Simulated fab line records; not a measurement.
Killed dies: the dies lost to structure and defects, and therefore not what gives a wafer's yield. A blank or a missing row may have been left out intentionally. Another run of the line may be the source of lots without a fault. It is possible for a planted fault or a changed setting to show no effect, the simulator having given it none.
Split-lot trial / flow sfq-line / 23 wafers read across 5 lots, on a route 325 steps long

THE SPLIT
At SFQ_TRILAYER_I0_VIA_LITHO_COAT_031 (resist thk 650 nm), the setting resist-thk-nm was moved away from the recipe's 650 nm on 9 of the 23 wafers read, by -3.9% to -2.2%. For the rest of the wafers, this setting stayed at what the recipe calls for.

FROM THE SPLIT TO THE READING: what the file shows between them, 4 steps
- SFQ_TRILAYER_I0_VIA_LITHO_SOFTBAKE_035
- SFQ_TRILAYER_I0_VIA_LITHO_EXPOSE_032: exposes mask I0, target cd 500 nm
- SFQ_TRILAYER_I0_VIA_LITHO_DEVELOP_033: time 60 s
- SFQ_TRILAYER_I0_VIA_BARC_OPEN_VIA_ETCH_046: etches BARC in O2, target depth 125 nm, time 41.7 s

THE READING
KrF_of_TRILAYER_I0_VIA_LITHO_COAT_031.thk-nm (the simulator's own value, which no gauge read), in nm, at SFQ_TRILAYER_I0_VIA_ETCH_VIA_ETCH_034 (etches SiO2 in CHF3, stops on Nb, target depth 260 nm). There is no usual value for it anywhere in the file. Average 527.2 nm, standard deviation 2.7 nm, over the 14 wafers here run with the recipe.

wafer=L075.1; tool, chamber at the split=litho-track-02, 0; resist-thk-nm as run, nm=624.5; against the recipe=-3.9%; KrF_of_TRILAYER_I0_VIA_LITHO_COAT_031.thk-nm, nm=502.1; against lot-mates on the recipe=-26.2
wafer=L075.2; tool, chamber at the split=litho-track-02, 0; resist-thk-nm as run, nm=650; against the recipe=recipe; KrF_of_TRILAYER_I0_VIA_LITHO_COAT_031.thk-nm, nm=524.8; against lot-mates on the recipe=-
wafer=L075.3; tool, chamber at the split=litho-track-02, 0; resist-thk-nm as run, nm=624.5; against the recipe=-3.9%; KrF_of_TRILAYER_I0_VIA_LITHO_COAT_031.thk-nm, nm=503.2; against lot-mates on the recipe=-25.1
wafer=L075.5; tool, chamber at the split=litho-track-02, 0; resist-thk-nm as run, nm=650; against the recipe=recipe; KrF_of_TRILAYER_I0_VIA_LITHO_COAT_031.thk-nm, nm=531.9; against lot-mates on the recipe=-
wafer=L075.6; tool, chamber at the split=litho-track-02, 0; resist-thk-nm as run, nm=624.5; against the recipe=-3.9%; KrF_of_TRILAYER_I0_VIA_LITHO_COAT_031.thk-nm, nm=503.2; against lot-mates on the recipe=-25.1
wafer=L080.1; tool, chamber at the split=litho-track-03, 0; resist-thk-nm as run, nm=650; against the recipe=recipe; KrF_of_TRILAYER_I0_VIA_LITHO_COAT_031.thk-nm, nm=525.8; against lot-mates on the recipe=-
wafer=L080.3; tool, chamber at the split=litho-track-03, 0; resist-thk-nm as run, nm=650; against the recipe=recipe; KrF_of_TRILAYER_I0_VIA_LITHO_COAT_031.thk-nm, nm=523.7; against lot-mates on the recipe=-
wafer=L080.4; tool, chamber at the split=litho-track-03, 0; resist-thk-nm as run, nm=650; against the recipe=recipe; KrF_of_TRILAYER_I0_VIA_LITHO_COAT_031.thk-nm, nm=523.9; against lot-mates on the recipe=-
wafer=L080.5; tool, chamber at the split=litho-track-03, 0; resist-thk-nm as run, nm=650; against the recipe=recipe; KrF_of_TRILAYER_I0_VIA_LITHO_COAT_031.thk-nm, nm=524; against lot-mates on the recipe=-
wafer=L080.6; tool, chamber at the split=litho-track-03, 0; resist-thk-nm as run, nm=650; against the recipe=recipe; KrF_of_TRILAYER_I0_VIA_LITHO_COAT_031.thk-nm, nm=523.8; against lot-mates on the recipe=-
wafer=L082.1; tool, chamber at the split=litho-track-03, 0; resist-thk-nm as run, nm=650; against the recipe=recipe; KrF_of_TRILAYER_I0_VIA_LITHO_COAT_031.thk-nm, nm=527.8; against lot-mates on the recipe=-
wafer=L082.2; tool, chamber at the split=litho-track-03, 0; resist-thk-nm as run, nm=624.6; against the recipe=-3.9%; KrF_of_TRILAYER_I0_VIA_LITHO_COAT_031.thk-nm, nm=500.7; against lot-mates on the recipe=-28.3
wafer=L082.4; tool, chamber at the split=litho-track-03, 0; resist-thk-nm as run, nm=624.6; against the recipe=-3.9%; KrF_of_TRILAYER_I0_VIA_LITHO_COAT_031.thk-nm, nm=500.6; against lot-mates on the recipe=-28.4
wafer=L082.5; tool, chamber at the split=litho-track-03, 0; resist-thk-nm as run, nm=650; against the recipe=recipe; KrF_of_TRILAYER_I0_VIA_LITHO_COAT_031.thk-nm, nm=530.1; against lot-mates on the recipe=-
wafer=L082.6; tool, chamber at the split=litho-track-03, 0; resist-thk-nm as run, nm=624.6; against the recipe=-3.9%; KrF_of_TRILAYER_I0_VIA_LITHO_COAT_031.thk-nm, nm=503.4; against lot-mates on the recipe=-25.6
wafer=L084.1; tool, chamber at the split=litho-track-04, 0; resist-thk-nm as run, nm=635.7; against the recipe=-2.2%; KrF_of_TRILAYER_I0_VIA_LITHO_COAT_031.thk-nm, nm=511.1; against lot-mates on the recipe=-17.4
wafer=L084.2; tool, chamber at the split=litho-track-04, 0; resist-thk-nm as run, nm=635.7; against the recipe=-2.2%; KrF_of_TRILAYER_I0_VIA_LITHO_COAT_031.thk-nm, nm=515.9; against lot-mates on the recipe=-12.6
wafer=L084.4; tool, chamber at the split=litho-track-04, 0; resist-thk-nm as run, nm=650; against the recipe=recipe; KrF_of_TRILAYER_I0_VIA_LITHO_COAT_031.thk-nm, nm=527.7; against lot-mates on the recipe=-
wafer=L084.5; tool, chamber at the split=litho-track-04, 0; resist-thk-nm as run, nm=650; against the recipe=recipe; KrF_of_TRILAYER_I0_VIA_LITHO_COAT_031.thk-nm, nm=529.2; against lot-mates on the recipe=-
wafer=L084.6; tool, chamber at the split=litho-track-04, 0; resist-thk-nm as run, nm=635.7; against the recipe=-2.2%; KrF_of_TRILAYER_I0_VIA_LITHO_COAT_031.thk-nm, nm=514.7; against lot-mates on the recipe=-13.8
wafer=L085.2; tool, chamber at the split=litho-track-02, 0; resist-thk-nm as run, nm=650; against the recipe=recipe; KrF_of_TRILAYER_I0_VIA_LITHO_COAT_031.thk-nm, nm=530.2; against lot-mates on the recipe=-
wafer=L085.3; tool, chamber at the split=litho-track-02, 0; resist-thk-nm as run, nm=650; against the recipe=recipe; KrF_of_TRILAYER_I0_VIA_LITHO_COAT_031.thk-nm, nm=527.6; against lot-mates on the recipe=-
wafer=L085.4; tool, chamber at the split=litho-track-02, 0; resist-thk-nm as run, nm=650; against the recipe=recipe; KrF_of_TRILAYER_I0_VIA_LITHO_COAT_031.thk-nm, nm=530; against lot-mates on the recipe=-

FIT RESULTS
A straight line over all 23 wafers: KrF_of_TRILAYER_I0_VIA_LITHO_COAT_031.thk-nm changes by +6.35 nm for each +1% of resist-thk-nm; r = +0.98; the points scatter about the line by 2.5 nm.
The same after taking each lot's own level away (the mean of its wafers on the recipe; 23 wafers): +6.74 nm for each +1%; r = +0.99; scatter 1.7 nm.
On that fit, the largest move of resist-thk-nm shifts the reading by 26 nm.
From 524.24 to 529.27 nm: that is the span of the lots' own levels, equal to 1.8 times the standard deviation above.
So the lot-to-lot level changes the slope little: the two slopes agree.
Check: with one of the wafers moved furthest among these (-3.9%) left out of the fit, the line predicts -26.5 nm for it against its lot-mates. Against them it came out at -26.2 nm.

FURTHER SPLITS ON THESE WAFERS
Before the reading, these wafers also passed through other splits. Each is held against what the fit with the lots' levels taken away leaves over:
other split on the same wafers=SFQ_TRILAYER_INCOMING_OXIDATION_002 ox-time-s; wafers away from the commonest value=18; r with KrF_of_TRILAYER_I0_VIA_LITHO_COAT_031.thk-nm (lot level and that fit taken away)=-0.01
other split on the same wafers=SFQ_TRILAYER_L0_LITHO_COAT_005 spin-rpm; wafers away from the commonest value=5; r with KrF_of_TRILAYER_I0_VIA_LITHO_COAT_031.thk-nm (lot level and that fit taken away)=-0.18
other split on the same wafers=SFQ_TRILAYER_L0_VIA_LITHO_COAT_013 spin-rpm; wafers away from the commonest value=9; r with KrF_of_TRILAYER_I0_VIA_LITHO_COAT_031.thk-nm (lot level and that fit taken away)=-0.06
other split on the same wafers=SFQ_TRILAYER_M0_DEP_SPUTTER_019 time-s; wafers away from the commonest value=5; r with KrF_of_TRILAYER_I0_VIA_LITHO_COAT_031.thk-nm (lot level and that fit taken away)=+0.26
other split on the same wafers=SFQ_TRILAYER_M0_LITHO_PEB_024 peb-time-s; wafers away from the commonest value=6; r with KrF_of_TRILAYER_I0_VIA_LITHO_COAT_031.thk-nm (lot level and that fit taken away)=-0.18

THE WHOLE CHAIN: every reading that the file lists as answering this split, in the file's order
step=SFQ_TRILAYER_I0_VIA_LITHO_COAT_031; what it does=resist thk 650 nm; reading=KrF_of_TRILAYER_I0_VIA_LITHO_COAT_031.thk-nm (the simulator's own value, which no gauge read); change (the file's fit)=+6.42 nm for each +1% of the setting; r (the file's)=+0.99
step=SFQ_TRILAYER_I0_VIA_BARC_OPEN_VIA_ETCH_046; what it does=etches BARC in O2, target depth 125 nm, time 41.7 s; reading=KrF_of_TRILAYER_I0_VIA_LITHO_COAT_031.thk-nm (the simulator's own value, which no gauge read); change (the file's fit)=+6.46 nm for each +1% of the setting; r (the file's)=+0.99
step=SFQ_TRILAYER_I0_VIA_ETCH_VIA_ETCH_034; what it does=etches SiO2 in CHF3, stops on Nb, target depth 260 nm; reading=KrF_of_TRILAYER_I0_VIA_LITHO_COAT_031.thk-nm (the simulator's own value, which no gauge read); change (the file's fit)=+6.74 nm for each +1% of the setting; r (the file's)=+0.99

FILE'S OWN FIT
KrF_of_TRILAYER_I0_VIA_LITHO_COAT_031.thk-nm changes by +6.74 nm for each +1% of resist-thk-nm, r = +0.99.
